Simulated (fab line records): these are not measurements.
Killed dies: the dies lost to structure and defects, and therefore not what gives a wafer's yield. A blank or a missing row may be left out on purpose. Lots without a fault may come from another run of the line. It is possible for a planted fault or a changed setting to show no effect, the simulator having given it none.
Problem report, 8D (eight disciplines) form, completed by code / flow sky130 / the parts of the form that need people (team, actions taken, sign-off) are left out

== 1. PROBLEM STATEMENT ==
DNWELL_TW at SKY_DNWELL_TW_MEAS_09 reads a mean of 1169 on 6 wafers of 2 lots; wafers without a fault read 1105 with a standard deviation of 13. Relative to the usual mean, that is a shift of +4.9 standard deviations.
The first sign was on wafer L641.1 at day 7 04:13, on film metro-02. The record has a number at this step for 36 wafers belonging to 12 lots. The rule behind "out" and "out of limits": a value lying over 4 standard deviations away from the usual mean. Any other wafer with a number is counted as sound.

== 2. WHAT THIS IS AND IS NOT ==
question=which readings at this step | is=DNWELL_TW | is not=-
question=which lots | is=L641, L642 | is not=L624, L625, L626, L629, L630, L635, L636, L638, L643, L644
question=which wafers of those lots | is=all that have a number | is not=-
question=read on which gauges | is=film metro-02, film metro-03 | is not=film metro-01
question=when | is=from day 7 04:13 | is not=up to then (24 sound wafers); but 6 sound wafers of L643, L644 came after

== 3. SUSPECTS, AND WHAT RULES EACH OUT ==
Counting: a tool at a process step up to the reading stays a suspect if it ran every lot that is out and no sound lot after the first of them.
- the gauge at SKY_DNWELL_TW_MEAS_09 has been ruled out. The wafers that are out were read on 2 gauges (film metro-02, film metro-03).
- implanter-01 at SKY_DNWELL_IMPLANT_07: kept. Every lot that is out went through it, starting with L641 (day 7 03:58), and after that it ran no sound lot; the last sound lot it ran before then is L636 (day 5 23:53).
Left after counting: implanter-01 at SKY_DNWELL_IMPLANT_07.

== 4. THE CAUSE (what the simulator had put in) ==
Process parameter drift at SKY_DNWELL_IMPLANT_07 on implanter-01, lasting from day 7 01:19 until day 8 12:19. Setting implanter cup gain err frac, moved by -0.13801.
Only this tool survived the counting.

== 5. THE CHAIN OF EFFECTS, in route order ==
One row per reading whose mean, taken over the struck wafers that have a number, lies over 3 standard deviations from the usual. Readings are gone through only where the record gives a usual standard deviation; hours: the median, over the lots, of the time from a lot's start at the first step in this table giving one to that lot's start at this step; sigmas: the change measured in usual standard deviations.
hours=0; step=SKY_DNWELL_TW_MEAS_09; reading=DNWELL_TW; usual=1105; on struck wafers=1169; change=+64; sigmas=+4.9

== 6. WHAT WOULD HAVE CAUGHT IT SOONER ==
3 hours passed between the start of the fault at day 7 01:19 and the first reading out of limits at a measuring or inspecting step in this record, taken at day 7 04:13.
Lots out: 2; of these, L642 started SKY_DNWELL_IMPLANT_07 on implanter-01 after day 7 04:13. It would have been spared by a hold on the tool at that moment.
